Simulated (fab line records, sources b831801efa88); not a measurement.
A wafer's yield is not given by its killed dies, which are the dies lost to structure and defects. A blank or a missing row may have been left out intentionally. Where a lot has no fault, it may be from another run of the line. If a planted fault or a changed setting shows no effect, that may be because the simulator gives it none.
Comparing a struck lot with a sound one || flow sky130 || 46 steps out of a route of 708
Sound: the wafers L718.3, L718.4, L718.6. The struck wafers were L727.1, L727.2, L727.4. Last of all comes the cause.
Per side, at each step with rows, come the tool, then ch with its chambers, and then its first start. Under that, the readings that differ: sound wafers || struck wafers || difference of the means || sigmas: that difference in standard deviations of wafers without a fault.
alike: a reading whose means differ by less than 2 such deviations, as well as words and numbers matching on both sides. not compared: withheld readings; readings where some wafer has no value; bounds like >300 that might hide an equal value; numbers whose values overlap and for which the record gives no deviation.
A row with sigmas, a row that says differs or no value, or rows on one side alone: a step with any of these is where the two part. Non-overlapping numbers with no deviation appear without sigmas and do not part them. A reading that every wafer of one side lacks parts them only if that side has two wafers or more.

first, 8 steps without rows for these wafers: SKY_LDD_N_IMPLANT_08; SKY_LDD_N_IMPLANT_09; SKY_LDD_N_IMPLANT_10; SKY_LDD_N_IMPLANT_11; SKY_LDD_N_IMPLANT_12; SKY_LDD_N_IMPLANT_13; SKY_LDD_N_IMPLANT_14; SKY_LDD_N_IMPLANT_15.
SKY_LDD_N_STRIP_16: strips in O2/N2.
  sound on plasma asher-04 ch 0,1, day 18 10:56; struck on plasma asher-03 ch 0,1, day 22 01:06
  alike: drypump motor current A, oes product au, strip time to endpoint s
  not compared: rf hours counter h
SKY_LDD_N_TW_MEAS_17:
  struck on film metro-02, day 22 01:12; sound on film metro-02, day 18 11:02
  alike: LDD_N_TW
then, 2 steps without rows for these wafers: SKY_LDD_P_DEHYDRATE_00 (time 60 s); SKY_LDD_P_HMDS_01 (prime time 60 s).
SKY_LDD_P_COAT_02: resist thk 1140 nm.
  struck on litho track-02, day 22 15:56; sound on litho track-02 ch 0, day 19 01:32
  no value came back on the struck wafers for chill plate temp C (C), dispense pressure kPa (kPa), resist line temp C (C); on the sound wafers chill plate temp C (C) reads 22.77 22.93 22.91
then, 4 steps without rows for these wafers: SKY_LDD_P_SOFTBAKE_03 (time 60 s); SKY_LDD_P_EXPOSE_04 (exposes mask PSDM, target cd 380 nm); SKY_LDD_P_PEB_05; SKY_LDD_P_DEVELOP_06 (develop time 60 s).
SKY_LDD_P_CD_MEAS_07: the cd target is 380 nm.
  struck on cd sem-01, day 23 07:05; sound on cd sem-02, day 19 16:55
{"reading": "cd nm (nm)", "sound": "378.7 380.4 381.1", "struck": "- - -", "difference": "no value on the struck wafers", "sigmas": ""}
SKY_LDD_P_OVL_MEAS_08:
  struck on overlay-01, day 23 07:13; sound on overlay-01, day 19 17:01
{"reading": "LDD_P_OVL (nm)", "sound": "-0.4 0.5 -1.2", "struck": "- - -", "difference": "no value on the struck wafers", "sigmas": ""}
following that, these wafers have no rows for 1 step: SKY_LDD_P_IMPLANT_09.
SKY_LDD_P_STRIP_10: strips in O2/N2.
  sound on plasma asher-03 ch 0,1, day 19 17:13; struck on plasma asher-04 ch 0,1, day 23 07:24
  no value came back on the struck wafers for oes product au (a.u.), strip time to endpoint s (s); on the sound wafers oes product au (a.u.) reads 0.716 0.714 0.723
  alike: drypump motor current A
  not compared: rf hours counter h
SKY_LDD_P_TW_MEAS_11:
  struck on film metro-03, day 23 07:30; sound on film metro-02, day 19 17:18
  alike: LDD_P_TW
then, 7 steps without rows for these wafers: SKY_LDD_HVN_DEHYDRATE_00 (time 60 s); SKY_LDD_HVN_HMDS_01 (prime time 60 s); SKY_LDD_HVN_COAT_02 (resist thk 300 nm); SKY_LDD_HVN_SOFTBAKE_03 (time 60 s); SKY_LDD_HVN_EXPOSE_04 (exposes mask HVNTM, target cd 700 nm); SKY_LDD_HVN_PEB_05; SKY_LDD_HVN_DEVELOP_06 (develop time 60 s).
SKY_LDD_HVN_OVL_MEAS_07:
  struck on overlay-01, day 24 13:01; sound on overlay-01, day 20 22:57
  alike: LDD_HVN_OVL
following that, these wafers have no rows for 1 step: SKY_LDD_HVN_IMPLANT_08.
SKY_LDD_HVN_STRIP_09: strips in O2/N2.
  sound on plasma asher-02 ch 0,1, day 20 23:10; struck on plasma asher-01 ch 0,1, day 24 13:16
  alike: drypump motor current A, oes product au, strip time to endpoint s
  not compared: rf hours counter h
SKY_LDD_HVN_TW_MEAS_10:
  struck on film metro-04, day 24 13:22; sound on film metro-03, day 20 23:15
{"reading": "LDD_HVN_TW", "sound": "1422 1426 1433", "struck": "1481 1481 1484", "difference": "+55", "sigmas": "+8"}
then, 7 steps without rows for these wafers: SKY_LDD_HVP_DEHYDRATE_00 (time 60 s); SKY_LDD_HVP_HMDS_01 (prime time 60 s); SKY_LDD_HVP_COAT_02 (resist thk 300 nm); SKY_LDD_HVP_SOFTBAKE_03 (time 60 s); SKY_LDD_HVP_EXPOSE_04 (exposes mask HVPTM, target cd 700 nm); SKY_LDD_HVP_PEB_05; SKY_LDD_HVP_DEVELOP_06 (develop time 60 s).
SKY_LDD_HVP_OVL_MEAS_07:
  struck on overlay-01, day 25 18:01; sound on overlay-02, day 22 05:53
{"reading": "LDD_HVP_OVL (nm)", "sound": "1.5 0.4 1.0", "struck": "-3.3 -2.7 -1.9", "difference": -3.6, "sigmas": -3}
following that, these wafers have no rows for 1 step: SKY_LDD_HVP_IMPLANT_08.
SKY_LDD_HVP_TW_MEAS_10:
  struck on film metro-04, day 25 18:19; sound on film metro-03, day 22 06:11
{"reading": "LDD_HVP_TW", "sound": "456.2 454.9 456.4", "struck": "699.1 701.1 702.7", "difference": "+245.1", "sigmas": "+99 or more"}
SKY_LDD_LDN_TW_MEAS_13:
  struck on film metro-02, day 26 23:16; sound on film metro-01, day 23 13:11
{"reading": "LDD_LDN_TW", "sound": "1481 1482 1486", "struck": "1502 1516 1507", "difference": "+25", "sigmas": "+4"}
-- record jumps: 4 days separate the struck wafers' starts on either side; left off in module LDD_LDN, taken up again in module RES_XHIGH, whose first shown step is the route's number 341 --
SKY_RES_XHIGH_TW_MEAS_09:
  struck on film metro-04, day 30 14:37; sound on film metro-04, day 27 07:08
{"reading": "RES_XHIGH_TW", "sound": "1644 1649 1644", "struck": "1674 1678 1679", "difference": "+31", "sigmas": "+5"}
-- record jumps: 18 days separate the struck wafers' starts on either side; left off in module RES_XHIGH, taken up again in module PAD_OPEN, whose first shown step is the route's number 708 --
SKY_PAD_OPEN_PROBE_99:
  struck on prober-02, day 48 19:43; sound on prober-01, day 46 09:17
{"reading": "killed at front end", "sound": "10 17 12", "struck": "419 414 425", "difference": "+406", "sigmas": "+97"}
{"reading": "killed dies", "sound": "70 98 82", "struck": "492 492 492", "difference": "+409", "sigmas": "+48"}
{"reading": "killed on rim", "sound": "18 14 17", "struck": "96 96 96", "difference": "+80", "sigmas": "+24"}
  alike: killed_at_M0_to_M3, killed_at_M4_up, killed at contacts, killed at other, killed open, killed short

## WHERE THEY PART
Earliest at SKY_LDD_P_COAT_02; latest, in this record, at SKY_PAD_OPEN_PROBE_99.

WHY: what the simulator had put in
Step skipped in full: litho track-02, at SKY_LDD_P_COAT_02, from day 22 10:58 onward. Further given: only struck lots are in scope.
